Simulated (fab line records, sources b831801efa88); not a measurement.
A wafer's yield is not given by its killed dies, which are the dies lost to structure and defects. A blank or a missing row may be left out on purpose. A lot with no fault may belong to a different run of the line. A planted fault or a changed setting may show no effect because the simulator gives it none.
Which tool is to blame? || flow sky130 || 21 wafers from 7 lots sampled at 2 of the route's 708 steps

## WHAT EACH GAUGE READ, for each wafer
SKY_SONOS_TUNNEL_CD_MEAS_07: target cd 410 nm.
{"lot": "L266", "measured": "day 11 22:50", "on": "cdSem-02", "cdNm (nm)": "410.9 408.4 408.6"}
{"lot": "L268", "measured": "day 12 12:40", "on": "cdSem-02", "cdNm (nm)": "411.1 409.1 409.5"}
{"lot": "L272", "measured": "day 13 16:22", "on": "cdSem-01", "cdNm (nm)": "- - -"}
{"lot": "L273", "measured": "day 14 14:40", "on": "cdSem-02", "cdNm (nm)": "- - -"}
{"lot": "L280", "measured": "day 17 10:20", "on": "cdSem-01", "cdNm (nm)": "411.4 410.0 412.3"}
{"lot": "L282", "measured": "day 17 20:46", "on": "cdSem-02", "cdNm (nm)": "407.8 408.1 409.1"}
{"lot": "L287", "measured": "day 18 23:55", "on": "cdSem-02", "cdNm (nm)": "410.5 409.2 407.9"}

## WHICH TOOL RAN EACH LOT (tool, then ch and the chambers of the sampled wafers, then the start)
{"lot": "L266", "SKY_SONOS_TUNNEL_COAT_02": "lithoTrack-01 ch 0, day 11 11:08"}
{"lot": "L268", "SKY_SONOS_TUNNEL_COAT_02": "lithoTrack-01 ch 0, day 12 00:43"}
{"lot": "L272", "SKY_SONOS_TUNNEL_COAT_02": "lithoTrack-01, day 13 03:22"}
{"lot": "L273", "SKY_SONOS_TUNNEL_COAT_02": "lithoTrack-03, day 14 01:22"}
{"lot": "L280", "SKY_SONOS_TUNNEL_COAT_02": "lithoTrack-03 ch 0, day 16 19:04"}
{"lot": "L282", "SKY_SONOS_TUNNEL_COAT_02": "lithoTrack-03 ch 0, day 17 05:55"}
{"lot": "L287", "SKY_SONOS_TUNNEL_COAT_02": "lithoTrack-04 ch 0, day 18 09:35"}
- SKY_SONOS_TUNNEL_COAT_02: resist thk 1140 nm.

## THE ANSWER, worked out from the rows above alone
Rule: the lots themselves supply what counts as usual. The widest of any qualifying gaps counts: lots, ordered by their means at a reading, are off when they make up no more than a third of the lots, leave a main group of 4 or more, and stand apart from it by 3 or more times the standard deviation of that group's means. The tables above print the reading to a certain number of digits; a main group whose means all agree to those digits is not used. A lot without any number at a reading at which 4 lots or more have one is off too. All remaining lots with rows at the step are treated as sound.
Off, at SKY_SONOS_TUNNEL_CD_MEAS_07 on cdNm: L272, L273. Without a number there: L272, L273. The main group: mean 409.6 nm, standard deviation 0.96.
If a tool, at a process step before that reading, ran all the lots that are off and no sound lot after the first of them, it fits. Gauges at SKY_SONOS_TUNNEL_CD_MEAS_07: tried the same way as those tools. Of those tried, none fits.

## WHAT HAD BEEN PUT IN BY THE SIMULATOR
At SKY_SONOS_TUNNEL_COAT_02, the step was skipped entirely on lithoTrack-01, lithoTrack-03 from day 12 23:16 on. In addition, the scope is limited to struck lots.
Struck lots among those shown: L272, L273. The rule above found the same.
